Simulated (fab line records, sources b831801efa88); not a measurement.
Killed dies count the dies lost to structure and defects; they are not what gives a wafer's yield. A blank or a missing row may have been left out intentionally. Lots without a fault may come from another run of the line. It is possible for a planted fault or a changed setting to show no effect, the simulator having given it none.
Which of the tools did it?	flow sky130	6 lots (18 wafers sampled), 1 step of a 708-step route

## WHAT THE GAUGES SHOWED, per wafer
SKY_METAL2_OVL_MEAS_16.
lot	measured	on	METAL2_OVL (nm)
L450	day 36 02:07	overlay-01	-6 2 -9
L451	day 36 14:25	overlay-01	8 2 5
L453	day 37 01:36	overlay-02	2 5 0
L457	day 38 10:36	overlay-01	-5 -9 7
L459	day 39 00:33	overlay-01	7 12 13
L466	day 41 00:12	overlay-02	13 3 6

## TOOL THAT RAN EACH LOT (tool first, then ch and the chambers of the sampled wafers, then the start)
The record holds no process step before these readings.

## THE ANSWER, worked out from the rows above alone
Rule: what is usual is taken from the lots themselves. The widest of any qualifying gaps counts: lots, ordered by their means at a reading, are off when they make up no more than a third of the lots, leave a main group of 4 or more, and stand apart from it by 3 or more times the standard deviation of that group's means. A main group whose means are all the same, to the digits that the tables above print for the reading, isn't used. Also off: a lot with no number at a reading for which 4 or more lots have one. Where the step has rows for the other lots, those lots are counted as sound.
Nothing can be told from this: no lot is off at any reading shown.

## WHAT HAD BEEN PUT IN BY THE SIMULATOR
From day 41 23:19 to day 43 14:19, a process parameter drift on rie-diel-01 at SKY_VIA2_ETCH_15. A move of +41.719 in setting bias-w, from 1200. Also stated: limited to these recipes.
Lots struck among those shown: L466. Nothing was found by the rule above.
